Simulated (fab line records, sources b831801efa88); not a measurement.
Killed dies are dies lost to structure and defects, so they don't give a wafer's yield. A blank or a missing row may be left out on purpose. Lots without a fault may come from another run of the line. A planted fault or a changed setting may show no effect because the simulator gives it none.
Chamber matching | flow sky130 | SKY_VIA3_CMP_02 on cmp-02: 4 sister chambers
The step polishes SiO2. 30 wafers are shown with their chamber, then 12 later ones without.

WAFERS WITH THEIR CHAMBER
wafer  | chamber | motor_current_A (A) | platen_rpm (rpm)
L076.2 | 0       | 12.6                | 59.92
L076.4 | 2       | 9.8                 | 59.96
L076.5 | 0       | 13.2                | 60.03
L078.1 | 3       | 11.9                | 59.94
L078.2 | 1       | 10.9                | 59.97
L078.3 | 2       | 10.2                | 60.00
L080.2 | 0       | 12.4                | 59.92
L080.3 | 3       | 11.7                | 60.02
L080.4 | 1       | 11.2                | 59.99
L081.1 | 2       | 9.9                 | 59.99
L081.5 | 1       | 11.5                | 59.96
L081.6 | 2       | 10.0                | 60.01
L084.3 | 2       | 9.3                 | 59.99
L084.5 | 0       | 13.3                | 60.00
L084.6 | 1       | 12.0                | 60.06
L083.1 | 0       | 13.2                | 60.02
L083.3 | 3       | 11.7                | 59.99
L083.5 | 0       | 13.9                | 60.00
L086.1 | 2       | 9.8                 | 59.99
L086.3 | 3       | 11.3                | 60.02
L086.4 | 0       | 13.4                | 60.03
L087.3 | 1       | 12.1                | 59.92
L087.4 | 2       | 10.1                | 60.00
L087.6 | 3       | 11.2                | 59.98
L088.1 | 2       | 10.2                | 60.03
L088.2 | 3       | 11.8                | 60.00
L088.4 | 0       | 13.7                | 59.99
L091.2 | 2       | 10.0                | 59.95
L091.4 | 3       | 12.0                | 60.04
L091.5 | 3       | 11.3                | 60.00

SIGNATURES (means of the wafers above)
reading         | chamber 0 | chamber 1 | chamber 2 | chamber 3 | scatter within a chamber
motor_current_A | 13.213    | 11.540    | 9.922     | 11.613    | 0.397
platen_rpm      | 59.9888   | 59.9800   | 59.9911   | 59.9988   | 0.0371
Rule: a wafer's distance from a chamber is the root of the sum, over the readings, of the square of ((its reading less the chamber's mean) divided by the reading's scatter). The wafer belongs to the nearest chamber; if the next one is less than 2 further off, it can't be placed. The scatter: the root of (the sum of the squares of (reading less its chamber's mean) over the shown wafers, divided by (wafers less chambers)).

WAFERS WITHOUT THEIR CHAMBER
wafer  | motor_current_A (A) | platen_rpm (rpm)
L089.2 | 13.9                | 60.06
L089.4 | 10.2                | 60.04
L089.5 | 11.8                | 60.03
L092.4 | 13.4                | 60.02
L092.5 | 10.0                | 60.05
L092.6 | 11.7                | 60.01
L093.1 | 10.0                | 60.01
L093.5 | 12.9                | 59.96
L093.6 | 12.3                | 59.99
L096.1 | 9.5                 | 59.99
L096.3 | 10.9                | 60.01
L096.6 | 13.4                | 60.01

WHICH CHAMBER EACH WENT THROUGH
wafer  | from the rows above          | in truth
L089.2 | 0                            | 0
L089.4 | 2                            | 2
L089.5 | can't be placed: 3 or 1      | 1
L092.4 | 0                            | 0
L092.5 | 2                            | 2
L092.6 | can't be placed: 3 or 1      | 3
L093.1 | 2                            | 2
L093.5 | 0                            | 0
L093.6 | can't be placed: 3 or 1 or 0 | 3
L096.1 | 2                            | 2
L096.3 | can't be placed: 1 or 3 or 2 | 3
L096.6 | 0                            | 0
Placed correctly: 8 of 12. Can't be placed from these rows: 4 (the true chamber is among the candidates in 4). Placed wrongly: 0.
